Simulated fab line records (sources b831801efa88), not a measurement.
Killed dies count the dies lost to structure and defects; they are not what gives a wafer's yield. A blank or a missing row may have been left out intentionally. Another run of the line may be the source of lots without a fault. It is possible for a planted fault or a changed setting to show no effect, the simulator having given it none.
fab line records	flow gf180mcu
record lots=7	wafers=21	last-day=33
route steps=602 shown HV_LDD@232 NSD@235 PSD@248
lots with no fault: from the same line, run without faults
start-h: hours from the record's first day to the start of the lot's first wafer shown	wait-h: hours from the lot's prior step to this one	" as in the row above	L1.1+2: a single row standing in for several wafers	- no value present, or no start provided	* or withheld: withheld	< > ~ a bound
route shown NAME@n: names a module that has steps shown in the file, with the first one's number in the route	usual: mean/standard deviation of fault-free wafers	same: alike in all rows	chamber/n: place in a boat	sites: the reading at each site	_std_site: the standard deviation of these	_edge_site: outer sites' mean less inner sites'	radius-mm: for every site, how far away it sits from the centre of the wafer	mask NAME#n: copy n	behind: the last tool/chamber to shape the wafer	hold: why the lot went on hold/how many hours it stayed there/how the hold came to an end	device: which transistor (n, p or np) failed to switch	end of line: tests of these same wafers at the route's end	where a step has no rows: the recipe by itself	killed: at the first sort, the dies lost to defects and structure; wafer yield is something else	map: per-die view of a wafer (x killed, . not killed, _ where there is no die)
set.NAME: the run value of the setting; set.NAME@STEP: its run value at that earlier step	model.NAME: the simulator's own value behind a step, which no gauge read
lots seen at some steps along the route; tables by step, rows by wafer
services: the hour from which a tool's chamber was out of use, counted from the record's first day as start-h (under 0 if before that day), plus the number of hours and why
## steps
# step GF_HV_LDD_CVD_56
# recipe material=Si3N4	precursor=DCS/NH3	target-thk-nm=90	temp-c=770	time-s=1543	pressure-mtorr=250
# step GF_HV_LDD_THK_MEAS_57
# recipe reads=Si3N4_of_HV_LDD_CVD_56
# usual HV_LDD_CVD_56_THK=90.0/0.77
lot.wafer	tool	chamber	start-h	wait-h	HV_LDD_CVD_56_THK[nm]
L252.2	film-metro-03	-	292.29	0.0	89.3
L252.4	"	-	"	"	89.3
L252.5	"	-	"	"	89.1
L257.1	film-metro-01	-	335.44	0.0	89.7
L257.2	"	-	"	"	89.7
L257.3	"	-	"	"	89.6
L259.2	film-metro-01	-	353.86	0.0	89.9
L259.4	"	-	"	"	89.3
L259.5	"	-	"	"	89.6
L261.1	film-metro-03	-	359.39	0.0	90.9
L261.2	"	-	"	"	90.6
L261.4	"	-	"	"	90.7
L263.1	film-metro-03	-	380.62	0.0	90.4
L263.2	"	-	"	"	90.3
L263.6	"	-	"	"	90.9
L264.1	film-metro-03	-	401.03	0.0	91.0
L264.2	"	-	"	"	90.6
L264.4	"	-	"	"	90.6
L265.1	film-metro-01	-	404.73	0.0	91.0
L265.4	"	-	"	"	91.7
L265.6	"	-	"	"	90.9
# step GF_HV_LDD_ETCHBACK_58
# recipe chemistry=CH3F/O2	target=Si3N4	stop-on=SiO2	source-w=400	bias-w=80	pressure-mtorr=25	ch3f-flow-sccm=40	O2_flow_sccm=30	time-s=100	target-depth-a=900
# usual drypump-motor-current-A=5.7/0.48	oes-product-au=0.843/0.0058	rf-fwd-power-W=397.8/1.2	throttle-valve-pct=10.560/0.009
lot.wafer	tool	chamber	start-h	wait-h	drypump-motor-current-A	oes-product-au	rf-fwd-power-W	rf-hours-counter-h	throttle-valve-pct
L252.2	rie-diel-03	0	292.34	0.0	6.4	0.837	399.3	11	10.571
L252.4	"	2	"	"	5.8	0.840	400.3	-	10.555
L252.5	"	3	"	"	4.7	0.836	397.3	-	10.553
L257.1	rie-diel-03	1	335.50	0.1	5.5	0.835	397.4	79	10.559
L257.2	"	0	"	"	6.4	0.842	396.8	13	10.553
L257.3	"	3	"	"	4.7	0.840	397.9	11	10.549
L259.2	rie-diel-04	2	353.91	0.0	6.1	0.843	397.5	1	10.552
L259.4	"	1	"	"	6.3	0.840	397.7	7	10.543
L259.5	"	3	"	"	5.4	0.842	399.0	-	10.563
L261.1	rie-diel-04	1	359.45	0.1	6.3	0.850	396.6	8	10.552
L261.2	"	3	"	"	5.5	0.842	400.1	56	10.556
L261.4	"	3	"	"	5.4	0.842	397.4	-	10.550
L263.1	rie-diel-04	3	380.68	0.1	5.4	0.845	397.7	56	10.578
L263.2	"	2	"	"	6.1	0.839	396.7	2	10.550
L263.6	"	3	"	"	5.4	0.852	398.0	-	10.567
L264.1	rie-diel-04	3	401.09	0.1	5.4	0.845	396.3	57	10.561
L264.2	"	1	"	"	6.3	0.840	399.8	9	10.560
L264.4	"	2	"	"	6.0	0.848	396.9	-	10.559
L265.1	rie-diel-04	2	404.79	0.1	6.0	0.854	397.3	3	10.561
L265.4	"	1	"	"	6.3	0.846	398.8	9	10.558
L265.6	"	1	"	"	6.3	0.847	398.7	-	10.568
# step GF_NSD_DEHYDRATE_00
# recipe temp-c=200	time-s=60
# step GF_NSD_HMDS_01
# recipe prime-time-s=60	prime-temp-c=120
# step GF_NSD_COAT_02
# recipe resist=NOVOLAK	spin-rpm=3000	resist-thk-nm=984.2
# step GF_NSD_SOFTBAKE_03
# recipe temp-c=90	time-s=60	resist=NOVOLAK
# step GF_NSD_EXPOSE_04
# recipe mask-id=Nplus	target-cd-nm=400	na=0.6	source-shape=conventional	sigma-outer=0.6	dose-mj=140
# step GF_NSD_PEB_05
# recipe temp-c=withheld	time-s=*	resist=NOVOLAK
# step GF_NSD_DEVELOP_06
# recipe develop-time-s=60	dev-temp-c=23
# step GF_NSD_CD_MEAS_07
# recipe target-cd-nm=400
# usual cd-nm=400.3/2.2
lot.wafer	tool	chamber	start-h	wait-h	cd-nm
L252.2	cd-sem-02	-	312.68	0.1	400.6
L252.4	"	-	"	"	400.9
L252.5	"	-	"	"	399.0
L257.1	cd-sem-01	-	356.98	0.1	401.5
L257.2	"	-	"	"	402.1
L257.3	"	-	"	"	403.0
L259.2	cd-sem-02	-	375.98	0.1	402.0
L259.4	"	-	"	"	403.1
L259.5	"	-	"	"	402.9
L261.1	cd-sem-01	-	381.60	0.1	401.9
L261.2	"	-	"	"	401.5
L261.4	"	-	"	"	398.9
L263.1	cd-sem-02	-	403.53	0.1	403.0
L263.2	"	-	"	"	402.7
L263.6	"	-	"	"	402.9
L264.1	cd-sem-02	-	424.91	0.1	402.2
L264.2	"	-	"	"	402.0
L264.4	"	-	"	"	403.3
L265.1	cd-sem-02	-	428.62	0.1	400.6
L265.4	"	-	"	"	401.2
L265.6	"	-	"	"	400.7
# step GF_NSD_OVL_MEAS_08
# usual NSD_OVL=-1.1/1.4
lot.wafer	tool	chamber	start-h	wait-h	NSD_OVL[nm]
L252.2	overlay-02	-	312.79	0.1	2.0
L252.4	"	-	"	"	2.0
L252.5	"	-	"	"	0.3
L257.1	overlay-01	-	357.10	0.1	-3.0
L257.2	"	-	"	"	-3.6
L257.3	"	-	"	"	-0.8
L259.2	overlay-01	-	376.09	0.1	0.2
L259.4	"	-	"	"	0.6
L259.5	"	-	"	"	-2.6
L261.1	overlay-02	-	381.72	0.1	-4.0
L261.2	"	-	"	"	-2.5
L261.4	"	-	"	"	-3.0
L263.1	overlay-02	-	403.65	0.1	-0.7
L263.2	"	-	"	"	-1.4
L263.6	"	-	"	"	-1.0
L264.1	overlay-02	-	425.03	0.1	0.4
L264.2	"	-	"	"	-0.6
L264.4	"	-	"	"	-3.2
L265.1	overlay-02	-	428.74	0.1	-2.9
L265.4	"	-	"	"	0.2
L265.6	"	-	"	"	0.6
# step GF_NSD_IMPLANT_09
# recipe species=As	energy-kev=60	dose-cm2=4e+15	tilt-deg=7
# usual implant-ion-amu=75/0	tilt-deg=7.001/0.019
lot.wafer	tool	chamber	start-h	wait-h	implant-ion-amu	tilt-deg	model.implant.rp-nm	model.implant.drp-nm
L252.2	implanter-02	0	312.84	0.0	75	6.989	37.64	16.15
L252.4	"	0	"	"	75	6.999	37.64	16.15
L252.5	"	0	"	"	75	6.986	37.64	16.15
L257.1	implanter-02	0	357.13	0.0	75	7.024	38.01	16.15
L257.2	"	0	"	"	75	7.026	38.01	16.15
L257.3	"	0	"	"	75	7.012	38.01	16.15
L259.2	implanter-01	0	376.17	0.1	75	7.000	37.14	16.15
L259.4	"	0	"	"	75	7.005	37.14	16.15
L259.5	"	0	"	"	75	6.996	37.14	16.15
L261.1	implanter-02	0	381.84	0.1	75	7.015	36.77	16.15
L261.2	"	0	"	"	75	7.046	36.77	16.15
L261.4	"	0	"	"	75	7.002	36.77	16.15
L263.1	implanter-03	0	403.68	0.0	49	7.017	43.77	21.23
L263.2	"	0	"	"	49	7.025	43.77	21.23
L263.6	"	0	"	"	49	7.001	43.77	21.23
L264.1	implanter-03	0	425.07	0.0	49	6.985	43.69	21.23
L264.2	"	0	"	"	49	6.996	43.69	21.23
L264.4	"	0	"	"	49	6.999	43.69	21.23
L265.1	implanter-02	0	428.78	0.0	49	7.003	41.38	21.23
L265.4	"	0	"	"	49	6.988	41.38	21.23
L265.6	"	0	"	"	49	6.957	41.38	21.23
# step GF_NSD_IMPLANT_10
# recipe species=P	energy-kev=40	dose-cm2=5e+14	tilt-deg=7
# step GF_NSD_STRIP_11
# recipe chemistry=O2/N2	power-w=1400	pressure-mtorr=1500	platen-temp-c=250	o2-flow-sccm=3000	n2-flow-sccm=300	overash-fraction=0.5
# usual drypump-motor-current-A=5.4/0.4	heater-power-w=317/25	oes-product-au=0.485/0.0043	strip-time-to-endpoint-s=22.78/0.035
# same overash-fraction=0.5
lot.wafer	tool	chamber	start-h	wait-h	drypump-motor-current-A	heater-power-w	oes-product-au	rf-hours-counter-h	strip-time-to-endpoint-s
L252.2	plasma-asher-02	1	313.12	0.1	4.9	351	0.486	21	22.82
L252.4	"	1	"	"	4.9	349	0.490	-	22.82
L252.5	"	0	"	"	5.4	288	0.484	-	22.81
L257.1	plasma-asher-02	1	357.43	0.1	4.9	357	0.484	25	22.74
L257.2	"	0	"	"	5.4	292	0.486	25	22.75
L257.3	"	1	"	"	4.9	353	0.483	-	22.71
L259.2	plasma-asher-01	0	376.72	0.2	5.2	313	0.480	73	22.80
L259.4	"	0	"	"	5.3	322	0.484	-	22.75
L259.5	"	1	"	"	6.0	320	0.487	-	22.76
L261.1	plasma-asher-04	0	382.14	0.1	5.5	320	0.492	62	22.77
L261.2	"	1	"	"	5.4	290	0.492	62	22.75
L261.4	"	0	"	"	5.5	320	0.492	-	22.77
L263.1	plasma-asher-02	0	403.98	0.1	5.5	288	0.475	31	23.55
L263.2	"	1	"	"	4.9	354	0.474	31	23.53
L263.6	"	1	"	"	4.9	355	0.471	-	23.55
L264.1	plasma-asher-02	0	425.37	0.1	5.4	290	0.478	33	23.60
L264.2	"	1	"	"	4.9	357	0.474	33	23.67
L264.4	"	1	"	"	4.9	360	0.473	-	23.63
L265.1	plasma-asher-02	0	429.08	0.1	5.5	276	0.472	33	23.54
L265.4	"	1	"	"	4.9	354	0.475	-	23.58
L265.6	"	1	"	"	4.9	364	0.474	-	23.54
# step GF_NSD_TW_MEAS_12
# usual NSD_TW=4272/25
lot.wafer	tool	chamber	start-h	wait-h	hold	NSD_TW
L252.2	film-metro-04	-	313.23	0.1	-	4315
L252.4	"	-	"	"	-	4295
L252.5	"	-	"	"	-	4312
L257.1	film-metro-01	-	357.53	0.1	-	4263
L257.2	"	-	"	"	-	4252
L257.3	"	-	"	"	-	4253
L259.2	film-metro-04	-	376.83	0.1	-	4270
L259.4	"	-	"	"	-	4300
L259.5	"	-	"	"	-	4273
L261.1	film-metro-02	-	382.24	0.1	-	4256
L261.2	"	-	"	"	-	4258
L261.4	"	-	"	"	-	4239
L263.1	film-metro-01	-	404.08	0.1	await-dispo/0.2h/release	4188
L263.2	"	-	"	"	await-dispo/0.2h/release	4166
L263.6	"	-	"	"	await-dispo/0.2h/release	4195
L263.1	film-metro-01	-	404.31	0.2	-	4207
L263.2	"	-	"	"	-	4223
L263.6	"	-	"	"	-	4197
L264.1	film-metro-04	-	425.47	0.1	-	4224
L264.2	"	-	"	"	-	4200
L264.4	"	-	"	"	-	4216
L265.1	film-metro-02	-	429.18	0.1	-	4227
L265.4	"	-	"	"	-	4198
L265.6	"	-	"	"	-	4206
# step GF_PSD_DEHYDRATE_00
# recipe temp-c=200	time-s=60
# step GF_PSD_HMDS_01
# recipe prime-time-s=60	prime-temp-c=120
# step GF_PSD_COAT_02
# recipe resist=NOVOLAK	spin-rpm=3000	resist-thk-nm=1000
# step GF_PSD_SOFTBAKE_03
# recipe temp-c=90	time-s=60	resist=NOVOLAK
# step GF_PSD_EXPOSE_04
# recipe mask-id=Pplus	target-cd-nm=400	na=0.6	source-shape=conventional	sigma-outer=0.6	dose-mj=140
# step GF_PSD_PEB_05
# recipe temp-c=withheld	time-s=*	resist=NOVOLAK
# step GF_PSD_DEVELOP_06
# recipe develop-time-s=60	dev-temp-c=23
# step GF_PSD_CD_MEAS_07
# recipe target-cd-nm=400
# usual cd-nm=400.5/2.3
lot.wafer	tool	chamber	start-h	wait-h	cd-nm
L252.2	cd-sem-02	-	334.60	0.1	400.9
L252.4	"	-	"	"	401.7
L252.5	"	-	"	"	399.3
L257.1	cd-sem-02	-	379.45	0.1	401.5
L257.2	"	-	"	"	402.2
L257.3	"	-	"	"	400.9
L259.2	cd-sem-02	-	399.94	0.1	402.4
L259.4	"	-	"	"	403.6
L259.5	"	-	"	"	404.2
L261.1	cd-sem-02	-	404.35	0.1	399.3
L261.2	"	-	"	"	396.0
L261.4	"	-	"	"	397.4
L263.1	cd-sem-02	-	428.02	0.1	401.9
L263.2	"	-	"	"	401.6
L263.6	"	-	"	"	401.6
L264.1	cd-sem-01	-	449.65	0.1	400.8
L264.2	"	-	"	"	399.2
L264.4	"	-	"	"	399.1
L265.1	cd-sem-02	-	453.95	0.1	397.4
L265.4	"	-	"	"	399.0
L265.6	"	-	"	"	398.0
# step GF_PSD_OVL_MEAS_08
# usual PSD_OVL=1.2/1.4
lot.wafer	tool	chamber	start-h	wait-h	PSD_OVL[nm]
L252.2	overlay-01	-	334.70	0.1	1.1
L252.4	"	-	"	"	0.1
L252.5	"	-	"	"	0.4
L257.1	overlay-02	-	379.57	0.1	2.6
L257.2	"	-	"	"	-0.6
L257.3	"	-	"	"	1.5
L259.2	overlay-02	-	400.04	0.1	2.0
L259.4	"	-	"	"	4.4
L259.5	"	-	"	"	2.9
L261.1	overlay-01	-	404.47	0.1	-0.1
L261.2	"	-	"	"	-0.2
L261.4	"	-	"	"	-0.2
L263.1	overlay-01	-	428.14	0.1	0.2
L263.2	"	-	"	"	-0.9
L263.6	"	-	"	"	-0.5
L264.1	overlay-01	-	449.77	0.1	2.6
L264.2	"	-	"	"	2.3
L264.4	"	-	"	"	4.3
L265.1	overlay-01	-	454.07	0.1	0.3
L265.4	"	-	"	"	-0.1
L265.6	"	-	"	"	0.0
# step GF_PSD_IMPLANT_09
# recipe species=BF2	energy-kev=40	dose-cm2=1.5e+15	tilt-deg=7
# step GF_PSD_STRIP_10
# recipe chemistry=O2/N2	power-w=1400	pressure-mtorr=1500	platen-temp-c=250	o2-flow-sccm=3000	n2-flow-sccm=300	overash-fraction=0.5
# usual drypump-motor-current-A=5.4/0.37	heater-power-w=327/23	oes-product-au=0.592/0.0045	strip-time-to-endpoint-s=16.51/0.042
# same overash-fraction=0.5
lot.wafer	tool	chamber	start-h	wait-h	drypump-motor-current-A	heater-power-w	oes-product-au	rf-hours-counter-h	strip-time-to-endpoint-s
L252.2	plasma-asher-03	1	334.88	0.1	5.7	336	0.595	67	16.47
L252.4	"	1	"	"	5.7	340	0.591	-	16.48
L252.5	"	1	"	"	5.7	336	0.596	-	16.53
L257.1	plasma-asher-02	0	379.76	0.1	5.5	286	0.587	28	16.56
L257.2	"	1	"	"	4.9	354	0.593	28	16.61
L257.3	"	1	"	"	4.9	346	0.590	-	16.60
L259.2	plasma-asher-01	1	400.22	0.1	6.1	318	0.591	75	16.49
L259.4	"	1	"	"	6.1	311	0.588	-	16.46
L259.5	"	1	"	"	6.1	320	0.590	-	16.46
L261.1	plasma-asher-01	0	404.66	0.1	5.2	318	0.584	75	16.51
L261.2	"	1	"	"	6.1	320	0.597	75	16.57
L261.4	"	0	"	"	5.2	313	0.597	-	16.49
L263.1	plasma-asher-03	0	428.32	0.1	5.1	347	0.589	78	16.51
L263.2	"	1	"	"	5.7	335	0.591	78	16.51
L263.6	"	0	"	"	5.1	343	0.595	-	16.54
L264.1	plasma-asher-03	1	449.96	0.1	5.7	333	0.588	80	16.48
L264.2	"	0	"	"	5.1	344	0.591	80	16.50
L264.4	"	1	"	"	5.7	333	0.591	-	16.48
L265.1	plasma-asher-02	0	454.26	0.1	5.4	282	0.598	36	16.52
L265.4	"	1	"	"	4.9	355	0.584	-	16.54
L265.6	"	1	"	"	4.9	347	0.588	-	16.55
# step GF_PSD_TW_MEAS_11
# usual PSD_TW=3198/20
lot.wafer	tool	chamber	start-h	wait-h	PSD_TW
L252.2	film-metro-02	-	334.99	0.1	3202
L252.4	"	-	"	"	3198
L252.5	"	-	"	"	3206
L257.1	film-metro-01	-	379.86	0.1	3183
L257.2	"	-	"	"	3167
L257.3	"	-	"	"	3183
L259.2	film-metro-04	-	400.33	0.1	3198
L259.4	"	-	"	"	3212
L259.5	"	-	"	"	3215
L261.1	film-metro-04	-	404.76	0.1	3198
L261.2	"	-	"	"	3219
L261.4	"	-	"	"	3193
L263.1	film-metro-01	-	428.42	0.1	3185
L263.2	"	-	"	"	3167
L263.6	"	-	"	"	3174
L264.1	film-metro-04	-	450.06	0.1	3184
L264.2	"	-	"	"	3199
L264.4	"	-	"	"	3202
L265.1	film-metro-01	-	454.36	0.1	3199
L265.4	"	-	"	"	3190
L265.6	"	-	"	"	3186
# step GF_PSD_CLEAN_12
# recipe chemistry=SC1/SC2	mix=1:4:20	temp-c=70	time-s=150	dry=n2-spin
# step GF_PSD_RTA_13
# recipe temp-c=1025	time-s=20	ambient=N2
# usual lamp-power-pct=33.7/0.92	wafer_temp_C_max=1030.6/1.2
lot.wafer	tool	chamber	start-h	wait-h	lamp-power-pct	wafer_temp_C_max
L252.2	rtp-anneal-01	0	335.11	0.0	33.0	1030.7
L252.4	"	0	"	"	33.0	1030.2
L252.5	"	0	"	"	33.0	1029.3
L257.1	rtp-anneal-02	0	379.97	0.0	35.0	1030.5
L257.2	"	0	"	"	35.0	1030.8
L257.3	"	0	"	"	34.9	1030.3
L259.2	rtp-anneal-02	0	400.45	0.0	34.9	1030.3
L259.4	"	0	"	"	35.0	1030.2
L259.5	"	0	"	"	34.9	1029.0
L261.1	rtp-anneal-01	0	404.87	0.0	33.1	1032.2
L261.2	"	0	"	"	33.0	1031.9
L261.4	"	0	"	"	33.0	1030.9
L263.1	rtp-anneal-01	0	428.53	0.0	33.0	1033.0
L263.2	"	0	"	"	33.0	1032.2
L263.6	"	0	"	"	33.0	1030.4
L264.1	rtp-anneal-01	0	450.17	0.0	33.0	1032.6
L264.2	"	0	"	"	33.0	1029.1
L264.4	"	0	"	"	33.0	1028.8
L265.1	rtp-anneal-01	0	454.52	0.0	33.0	1030.2
L265.4	"	0	"	"	33.0	1030.6
L265.6	"	0	"	"	33.0	1030.6
# step GF_PSD_RS_MEAS_14
# recipe thk-meas-gauge=four-point-probe
# usual NSD_RS=46.14/0.096
lot.wafer	tool	chamber	start-h	wait-h	NSD_RS[ohm/sq]
L252.2	film-metro-02	-	335.20	0.1	46.14
L252.4	"	-	"	"	46.21
L252.5	"	-	"	"	46.17
L257.1	film-metro-01	-	380.06	0.1	46.09
L257.2	"	-	"	"	46.08
L257.3	"	-	"	"	46.32
L259.2	film-metro-02	-	400.54	0.1	46.13
L259.4	"	-	"	"	46.04
L259.5	"	-	"	"	46.20
L261.1	film-metro-04	-	404.96	0.1	46.21
L261.2	"	-	"	"	46.12
L261.4	"	-	"	"	46.28
L263.1	film-metro-04	-	428.62	0.1	-
L263.2	"	-	"	"	-
L263.6	"	-	"	"	-
L264.1	film-metro-01	-	450.25	0.1	-
L264.2	"	-	"	"	-
L264.4	"	-	"	"	-
L265.1	film-metro-04	-	454.64	0.1	-
L265.4	"	-	"	"	-
L265.6	"	-	"	"	-
# step GF_PSD_RS_MEAS_15
# recipe thk-meas-gauge=four-point-probe
# usual PSD_RS=108.54/0.29
lot.wafer	tool	chamber	start-h	wait-h	PSD_RS[ohm/sq]
L252.2	film-metro-02	-	335.32	0.1	108.63
L252.4	"	-	"	"	108.80
L252.5	"	-	"	"	108.84
L257.1	film-metro-01	-	380.18	0.1	108.36
L257.2	"	-	"	"	108.34
L257.3	"	-	"	"	108.42
L259.2	film-metro-02	-	400.66	0.1	108.30
L259.4	"	-	"	"	108.82
L259.5	"	-	"	"	108.49
L261.1	film-metro-04	-	405.08	0.1	108.61
L261.2	"	-	"	"	108.33
L261.4	"	-	"	"	108.45
L263.1	film-metro-04	-	428.74	0.1	108.61
L263.2	"	-	"	"	108.27
L263.6	"	-	"	"	108.50
L264.1	film-metro-01	-	450.37	0.1	108.12
L264.2	"	-	"	"	108.27
L264.4	"	-	"	"	108.42
L265.1	film-metro-04	-	454.76	0.1	108.45
L265.4	"	-	"	"	108.28
L265.6	"	-	"	"	108.34
## services
tool	chamber	start-h	hours	kind
rie-diel-04	2	280.63	-	clean
rie-diel-04	2	280.63	28.0	scheduled-down
rie-diel-04	2	280.63	28.0	vent-cycle
rie-diel-03	1	290.02	3.7	repair
plasma-asher-03	-	296.21	0.7	repair
rie-diel-03	2	307.09	12.2	repair
rie-diel-03	2	319.32	-	clean
rie-diel-03	2	319.32	17.5	scheduled-down
implanter-02	-	348.75	5.8	repair
rie-diel-03	0	354.51	2.3	repair
rie-diel-04	2	357.62	3.1	repair
implanter-03	-	367.81	17.9	pm
rie-diel-04	3	370.28	9.2	repair
plasma-asher-04	-	371.77	9.3	repair
rie-diel-03	1	375.97	10.1	repair
implanter-02	-	377.20	4.6	pm
rie-diel-04	1	378.02	7.3	repair
rie-diel-04	0	398.89	3.9	repair
plasma-asher-01	-	421.25	9.0	pm
plasma-asher-01	0	421.25	9.0	vent-cycle
plasma-asher-01	1	421.25	9.0	vent-cycle
rie-diel-03	0	426.13	1.9	repair
plasma-asher-01	0	430.25	-	clean
plasma-asher-01	1	430.25	-	clean
## key
first-sign step=GF_NSD_IMPLANT_09	reading=implant-ion-amu	direction=down	sigmas=99+	usual=75	struck=49
effect step=GF_NSD_STRIP_11	reading=strip-time-to-endpoint-s	direction=up	sigmas=23	usual=*	struck=*
effect step=GF_NSD_TW_MEAS_12	reading=NSD_TW	direction=down	sigmas=2.8	usual=4272	struck=4202	wafers-moved=6
effect step=GF_PSD_RS_MEAS_14	reading=NSD_RS	direction=missing
model-effect step=GF_NSD_IMPLANT_09	value=implant.rp-nm	without=35.92	struck=42.95
met-at GF_NSD_IMPLANT_09
struck-wafers L263.1,L263.2,L263.6,L264.1,L264.2,L264.4,L265.1,L265.4,L265.6
sort-left-out L263.1,L263.2,L263.6,L264.1,L264.2,L264.4,L265.1,L265.4,L265.6
tester-left-out L263,L264,L265
onset-between 381.84 403.68
fault kind=wrong-recipe-download	tool=implanter-01,implanter-02,implanter-03	chamber=-	onset-h=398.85	steps=GF_NSD_IMPLANT_09	wrong-recipe.not-listed=1
# tester-left-out: of these lots the tester's yield and bins aren't shown, on N5 and GAA mostly nor the transistor test; their killed dies are dies lost to structure and defects alone, not to doping, threshold or leakage, so they don't give the yield
# sort-left-out: the simulated sort isn't trusted on such a fault, so these wafers' sort isn't shown, and their yield isn't known
